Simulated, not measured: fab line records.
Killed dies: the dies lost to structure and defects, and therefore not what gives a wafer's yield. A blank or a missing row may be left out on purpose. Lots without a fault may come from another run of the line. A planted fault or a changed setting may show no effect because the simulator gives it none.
8D (eight disciplines) problem report, filled in by code -- flow gf180mcu -- the parts of the form that need people (team, actions taken, sign-off) are left out

## 1. WHAT WENT WRONG
At GF_M5_EXPOSE_04, exposure dose mJ cm2 averages 27.759 over 6 wafers from 2 lots, while fault-free wafers read 27.424, standard deviation 0.03. Relative to the usual mean, that is a shift of +11 standard deviations.
The step: exposes mask Metal5, target cd 280 nm.
First observed at day 32 03:32: wafer L898.1, on krf scanner-01. Wafers with a number at this step in the record: 18, from 6 lots. Rule for "out" (also "out of limits"): further than 4 standard deviations from the usual mean. The other wafers with a number count as sound.

## 2. WHAT THIS IS AND IS NOT
question,is,is not
which readings at this step,exposure dose mJ cm2,reticle temp C
which lots,"L898, L899","L886, L887, L891, L905"
which wafers of those lots,all that have a number,-
read on which tools,krf scanner-01,krf scanner-02
when,from day 32 03:32,up to then (9 sound wafers); but 3 sound wafers of L905 came after

## 3. SUSPECTS, AND WHAT RULES EACH OUT
Counting: a tool at any process step up to the reading remains a suspect when it ran all the lots that are out and ran no sound lot after the first of those.
- plasma asher-03 at GF_MIM_STRIP_20 (strips in O2/N2): kept. It ran every lot that is out, first L898 (day 31 17:28), and no sound lot after that.
- krf scanner-01 at GF_M5_EXPOSE_04 (exposes mask Metal5, target cd 280 nm): kept. It processed each lot that is out, first L898 at day 32 03:32, and no sound lot thereafter; up to then, the last sound lot it processed was L891 at day 30 02:09. Out on those wafers are its own readings of exposure dose mJ cm2.
Left after counting: plasma asher-03 at GF_MIM_STRIP_20, krf scanner-01 at GF_M5_EXPOSE_04.

## 4. THE CAUSE (what the simulator had put in)
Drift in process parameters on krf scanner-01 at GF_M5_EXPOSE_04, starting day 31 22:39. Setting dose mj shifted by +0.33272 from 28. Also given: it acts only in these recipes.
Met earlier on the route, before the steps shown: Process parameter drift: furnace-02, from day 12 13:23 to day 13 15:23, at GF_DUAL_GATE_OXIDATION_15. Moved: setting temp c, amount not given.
After counting, 2 suspects remain, this tool included.

## 5. THE EFFECT CHAIN, in route order
Each row: a reading whose mean over the struck wafers that have a number lies more than 3 standard deviations from the usual. Scope: only readings with a usual standard deviation given in the record; hours: median across lots of the time from each lot's start at the first step in this table that gives one to its start at this step; sigmas: change in usual standard deviations.
hours,step,reading,usual,on struck wafers,change,sigmas
0,GF_M5_EXPOSE_04,exposure dose mJ cm2,27.424,27.759,+0.335,+11
Its process steps:
- GF_M5_EXPOSE_04: exposes mask Metal5, target cd 280 nm.
Later measuring or inspecting steps at which every struck wafer that the step has a row for has a number for every such reading, and none has moved that far: GF_M5_CD_MEAS_07, GF_M5_OVL_MEAS_08.

## 6. WHAT WOULD HAVE CAUGHT IT SOONER
5 hours passed between the start of the fault at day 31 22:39 and the first reading out of limits in this record, taken at day 32 03:32.
